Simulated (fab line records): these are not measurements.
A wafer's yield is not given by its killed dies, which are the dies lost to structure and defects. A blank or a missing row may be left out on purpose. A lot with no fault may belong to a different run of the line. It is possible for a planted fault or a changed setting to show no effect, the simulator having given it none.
A struck lot beside a sound one + flow sky130 + 29 steps out of a route of 708
Sound: wafers L410.1, L410.3, L410.4. Struck: wafers L425.1, L425.5, L425.6. At the end, the cause is stated.
Each step with rows lists, per side, the tool, then ch with its chambers, then its first start. Under that, the readings that differ: sound wafers + struck wafers + difference of the means + sigmas: that difference in standard deviations of wafers without a fault.
alike: same words and numbers on both sides, and readings whose means sit less than 2 such deviations apart. not compared: any withheld reading, any reading some wafer has no value for, any bound like >300 that may hide the same value, and any number with overlapping values for which the record gives no deviation.
Wherever a step has rows on one side only, a row that says differs or no value, or a row with sigmas, the two part there. Non-overlapping numbers with no deviation appear without sigmas and do not part them. A reading missing from all wafers of one side parts the sides only when that side holds two or more wafers.

SKY_SD_N_OVL_MEAS_08:
  sound on overlay-01, day 28 14:46; struck on overlay-01, day 33 07:19
  alike: SD_N_OVL
then, 2 steps without rows for these wafers: SKY_SD_N_IMPLANT_09; SKY_SD_N_IMPLANT_10.
SKY_SD_N_STRIP_11: strips in O2/N2.
  sound on plasma asher-02 ch 0,1, day 28 15:06; struck on plasma asher-02 ch 0,1, day 33 07:40
  alike: drypump motor current A, oes product au, strip time to endpoint s
  not compared: rf hours counter h
SKY_SD_N_TW_MEAS_12:
  sound on film metro-01, day 28 15:12; struck on film metro-03, day 33 07:46
| reading | sound          | struck         | difference | sigmas |
|---------|----------------|----------------|------------|--------|
| SD_N_TW | 4070 4091 4084 | 3907 3919 3905 | -171       | -3     |
then, 1 step without rows for these wafers: SKY_SD_N_CLEAN_13 (cleans in SC1/SC2, time 150 s).
SKY_SD_N_RTA_14: time 2 s.
  sound on rtp anneal-01 ch 0, day 28 15:19; struck on rtp anneal-02 ch 0, day 33 07:52
  alike: lamp power pct, wafer_temp_C_max
SKY_SD_N_RS_MEAS_16: measurement is done with a four-point probe.
  sound on film metro-04, day 28 15:29; struck on film metro-04, day 33 08:02
  alike: SD_N_RS
SKY_SD_N_RS_MEAS_17: measurement is done with a four-point probe.
  sound on film metro-04, day 28 15:36; struck on film metro-04, day 33 08:10
  alike: SD_P_RS
SKY_SD_N_RS_MEAS_18: measurement is done with a four-point probe.
  sound on film metro-04, day 28 15:43; struck on film metro-04, day 33 08:17
  alike: RES_XHIGH_RS
then, 1 step without rows for these wafers: SKY_SALICIDE_CLEAN_00 (cleans in HF-last, time 30 s).
SKY_LI_CONTACT_HDPCVD_00: deposits PSG, target thk 930 nm, time 155 s.
  sound on hdpcvd-01 ch 0,2, day 28 15:52; struck on hdpcvd-01 ch 0,1,2, day 33 08:25
SKY_LI_CONTACT_THK_MEAS_01:
  sound on film metro-03, day 28 15:58; struck on film metro-01, day 33 08:31
| reading                    | sound       | struck      | difference | sigmas |
|----------------------------|-------------|-------------|------------|--------|
| LI_CONTACT_HDPCVD_THK (nm) | 966 956 963 | 830 812 826 | -139       | -14    |
SKY_LI_CONTACT_CMP_02: polishes PSG.
  sound on cmp-02 ch 1,2,3, day 28 16:01; struck on cmp-01 ch 0,3, day 33 08:35
  alike: motor current A, slurry filter dp kPa, slurry flow ml min, time to endpoint s
SKY_LI_CONTACT_BOW_MEAS_03:
  sound on film metro-01, day 28 16:19; struck on film metro-01, day 33 08:53
  alike: LI_CONTACT_BOW
then, 8 steps without rows for these wafers: SKY_LI_CONTACT_DEHYDRATE_04 (time 60 s); SKY_LI_CONTACT_HMDS_05 (prime time 60 s); SKY_LI_CONTACT_COAT_06 (resist thk 60 nm); SKY_LI_CONTACT_COAT_07 (resist thk 450 nm); SKY_LI_CONTACT_SOFTBAKE_08 (time 90 s); SKY_LI_CONTACT_EXPOSE_09 (exposes mask LICM1, target cd 170 nm); SKY_LI_CONTACT_PEB_10; SKY_LI_CONTACT_DEVELOP_11 (develop time 60 s).
SKY_LI_CONTACT_CD_MEAS_12: target cd 170 nm.
  sound on cd sem-01, day 29 20:47; struck on cd sem-02, day 34 11:14
| reading    | sound             | struck            | difference | sigmas |
|------------|-------------------|-------------------|------------|--------|
| cd nm (nm) | 167.0 166.6 167.0 | 169.1 170.3 170.3 | +3.0       | +2     |
SKY_LI_CONTACT_OVL_MEAS_13:
  sound on overlay-02, day 29 20:55; struck on overlay-02, day 34 11:21
  alike: LI_CONTACT_OVL
SKY_LI_CONTACT_ETCH_14: etches BARC in N2/H2, stops on SiO2, time 45.9 s, target depth 60 nm.
  sound on rie diel-02 ch 0,2,3, day 29 20:57; struck on rie diel-04 ch 0,1, day 34 11:23
  alike: drypump motor current A, oes product au, throttle valve pct
  not compared: rf hours counter h
SKY_LI_CONTACT_ETCH_15: etches PSG in C4F8/O2/Ar, stops on Si, target depth 600 nm.
  sound on rie diel-02 ch 0,2,3, day 29 20:59; struck on rie diel-04 ch 0,1, day 34 11:26
| reading               | sound             | struck            | difference | sigmas |
|-----------------------|-------------------|-------------------|------------|--------|
| oes product au (a.u.) | 0.842 0.841 0.843 | 0.733 0.730 0.726 | -0.112     | -26    |
SKY_LI_CONTACT_STRIP_16: strips in O2/N2.
  sound on plasma asher-03 ch 0,1, day 29 21:04; struck on plasma asher-02 ch 0,1, day 34 11:31
| reading                      | sound          | struck         | difference | sigmas |
|------------------------------|----------------|----------------|------------|--------|
| strip time to endpoint s (s) | 3.49 3.49 3.52 | 3.40 3.39 3.44 | -0.09      | -2     |
  alike: drypump motor current A, oes product au
  not compared: rf hours counter h
-- the record jumps here: 15 days lie between the struck wafers' starts before and after (it left off in module LI_CONTACT and takes up again in module PAD_OPEN, whose first step shown is number 708 of the route) --
SKY_PAD_OPEN_PROBE_99:
  record: rows for the struck wafers here (prober-01, day 49 13:18), none for the sound ones

## WHERE THEY PART
Last at SKY_PAD_OPEN_PROBE_99 as far as this record goes, first at SKY_SD_N_TW_MEAS_12.

WHY: the cause the simulator had injected
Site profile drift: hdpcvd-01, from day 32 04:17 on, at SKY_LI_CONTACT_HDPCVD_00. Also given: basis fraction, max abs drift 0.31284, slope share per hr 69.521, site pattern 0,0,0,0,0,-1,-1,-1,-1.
